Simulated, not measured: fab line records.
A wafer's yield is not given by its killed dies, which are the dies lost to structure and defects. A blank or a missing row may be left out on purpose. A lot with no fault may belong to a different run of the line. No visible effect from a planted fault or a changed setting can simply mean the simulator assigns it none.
8D (eight disciplines) problem report, filled in by code / flow sky130 / the parts of the form that need people (team, actions taken, sign-off) are left out

## 1. WHAT WENT WRONG
LDD_N_TW at SKY_LDD_N_TW_MEAS_17 reads a mean of 2833 on 6 wafers of 2 lots; wafers without a fault read 2605 with a standard deviation of 15. That puts it +15 standard deviations away from the usual mean.
Seen first at day 21 09:02 on film_metro-04, wafer L927.2. At this step, 33 wafers from 11 lots have a number in the record. By rule, "out" or "out of limits" means more than 4 standard deviations away from the usual mean. The other wafers with a number count as sound.

## 2. WHAT IT IS, AND WHAT IT ISN'T
question=which readings at this step | is=LDD_N_TW | is not=-
question=which lots | is=L926, L927 | is not=L924, L928, L933, L934, L935, L936, L938, L939, L940
question=which wafers of those lots | is=all that have a number | is not=-
question=read on which gauges | is=film_metro-01, film_metro-04 | is not=film_metro-03
question=when | is=from day 21 09:02 | is not=up to then (3 sound wafers); but 24 sound wafers of L928, L933, L934, L935, L936, L938, L939, L940 came after

## 3. THE SUSPECTS, EACH WITH WHAT RULES IT OUT
Counting: any tool at a process step up to the reading is kept as a suspect provided that every lot that is out went through it and no sound lot did after the first of them.
- the gauge at SKY_LDD_N_TW_MEAS_17 has been ruled out. Those wafers that are out were read across 2 gauges (film_metro-01, film_metro-04).
- implanter-03 at SKY_LDD_N_IMPLANT_10: ruled out as a lasting fault. The sound lots L935, L940 went through it after L927, its earliest lot that is out (day 21 08:02).
Left after counting: nothing in the record.

## 4. THE CAUSE (what the simulator had put in)
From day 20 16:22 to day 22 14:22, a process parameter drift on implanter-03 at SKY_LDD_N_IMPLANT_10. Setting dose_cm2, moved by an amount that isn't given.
Counting ruled it out, wrongly: the rule takes a fault to strike every lot that its tool runs from its start on, and this one did not.

## 5. THE CHAIN OF EFFECTS, in route order
Each row: a reading where the mean over the struck wafers with a number is more than 3 standard deviations away from the usual. Scope: only readings with a usual standard deviation given in the record; hours: median across lots of the time from each lot's start at the first step in this table that gives one to its start at this step; sigmas: change in usual standard deviations.
hours=0; step=SKY_LDD_N_IMPLANT_10; reading=beam_on_s; usual=10.00 s; on struck wafers=29.27; change=+19.27; sigmas=+96
hours=0; step=SKY_LDD_N_IMPLANT_10; reading=dose_ions_cm2; usual=7.5e+13; on struck wafers=2.9e+14; change=+2.1e+14; sigmas=+99 or more
hours=0; step=SKY_LDD_N_IMPLANT_10; reading=faraday_current_uA; usual=423; on struck wafers=557; change=+134; sigmas=+16
hours=1; step=SKY_LDD_N_STRIP_16; reading=strip_time_to_endpoint_s; usual=4.312 s; on struck wafers=4.853; change=+0.541; sigmas=+32
hours=1; step=SKY_LDD_N_TW_MEAS_17; reading=LDD_N_TW; usual=2605; on struck wafers=2833; change=+228; sigmas=+15
Process steps it contains:
- SKY_LDD_N_IMPLANT_10
- SKY_LDD_N_STRIP_16: strips in O2/N2.
Later steps that measure or inspect, where all struck wafers having a row at the step show a number for every such reading and not one has moved that far: SKY_CAPM_OVL_MEAS_12.

## 6. WHAT WOULD HAVE CAUGHT IT SOONER
In this record the first reading out of limits at a measuring or inspecting step was taken at day 21 09:02, 17 hours after the fault began at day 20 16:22.
Tool's own readings at SKY_LDD_N_IMPLANT_10, beam_on_s, dose_ions_cm2, faraday_current_uA: out on all struck wafers the step has rows for; an alarm limit on them would have tripped on the first.
